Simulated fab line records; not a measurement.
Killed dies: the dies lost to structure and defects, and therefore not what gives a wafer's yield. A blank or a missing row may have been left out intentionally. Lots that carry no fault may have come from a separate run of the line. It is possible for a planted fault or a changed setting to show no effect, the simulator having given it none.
Which of the tools did it? + flow sky130 + Sampling: 11 lots, 33 wafers, 2 of 708 route steps

## WHAT EACH GAUGE READ, for each wafer
SKY_LDD_P_TW_MEAS_11. Usual: LDD_P_TW gives 631 (standard deviation 6.1).
| lot  | measured     | on            | LDD_P_TW    | flag |
|------|--------------|---------------|-------------|------|
| L321 | day 18 11:35 | film_metro-03 | 631 628 631 |      |
| L322 | day 19 04:03 | film_metro-04 | 625 625 624 |      |
| L324 | day 21 11:32 | film_metro-03 | 632 632 632 |      |
| L325 | day 21 11:57 | film_metro-04 | 629 632 631 |      |
| L331 | day 22 14:05 | film_metro-04 | 623 624 625 |      |
| L332 | day 23 01:30 | film_metro-03 | 627 624 625 |      |
| L333 | day 23 07:09 | film_metro-04 | 626 628 624 |      |
| L334 | day 23 12:55 | film_metro-01 | 642 643 640 |      |
| L335 | day 24 01:56 | film_metro-03 | 627 625 625 |      |
| L337 | day 25 06:02 | film_metro-01 | 637 634 639 |      |
| L343 | day 26 22:51 | film_metro-01 | 638 641 640 |      |

SKY_LI_CONTACT_RS_MEAS_22: measurement is done with a four-point probe. Usual: LI_CONTACT_W_RS gives 0.2852 ohm/sq (standard deviation 0.0024).
| lot  | measured     | on            | LI_CONTACT_W_RS (ohm/sq) | flag |
|------|--------------|---------------|--------------------------|------|
| L321 | day 28 15:20 | film_metro-02 | 0.2842 0.2882 0.2880     |      |
| L322 | day 29 06:07 | film_metro-02 | 0.2855 0.2833 0.2818     |      |
| L324 | day 31 09:41 | film_metro-01 | 0.2878 0.2856 0.2895     |      |
| L325 | day 31 10:50 | film_metro-02 | 0.2845 0.2816 0.2842     |      |
| L331 | day 32 09:02 | film_metro-03 | 0.2865 0.2863 0.2861     |      |
| L332 | day 32 18:56 | film_metro-03 | 0.2871 0.2852 0.2870     |      |
| L333 | day 33 00:40 | film_metro-03 | 0.2787 0.2832 0.2806     |      |
| L334 | day 33 03:39 | film_metro-03 | 0.2865 0.2856 0.2865     |      |
| L335 | day 33 16:34 | film_metro-01 | 0.2855 0.2797 0.2798     |      |
| L337 | day 34 18:23 | film_metro-02 | 0.2847 0.2873 0.2853     |      |
| L343 | day 36 06:56 | film_metro-01 | 0.2836 0.2832 0.2823     |      |

## TOOL THAT RAN EACH LOT (tool first, then ch and the chambers of the sampled wafers, then the start)
The record holds no process step before these readings.

## AS READ BY THE TOOLS THEMSELVES (means over the sampled wafers that have a number; for cases with no such wafer, the mark the record gives instead)
The record holds no such reading with a usual standard deviation.

## THE ANSWER, worked out from the rows above alone
Rule: a lot is off if the mean of its wafers that have a number lies more than 3 standard deviations from the usual mean. A lot without any number at a reading at which 4 lots or more have one is off too. The other lots that the step has rows for count as sound. Order of review: gauges by route order, followed by the tools' own readings, for which a lot's mean as printed above is used. At the first step where some lot is off, the reading lying furthest off is the one used; lots without a number count as furthest.
Across all readings shown, no lot is off: no conclusion can be drawn from this.

## WHAT HAD BEEN PUT IN BY THE SIMULATOR
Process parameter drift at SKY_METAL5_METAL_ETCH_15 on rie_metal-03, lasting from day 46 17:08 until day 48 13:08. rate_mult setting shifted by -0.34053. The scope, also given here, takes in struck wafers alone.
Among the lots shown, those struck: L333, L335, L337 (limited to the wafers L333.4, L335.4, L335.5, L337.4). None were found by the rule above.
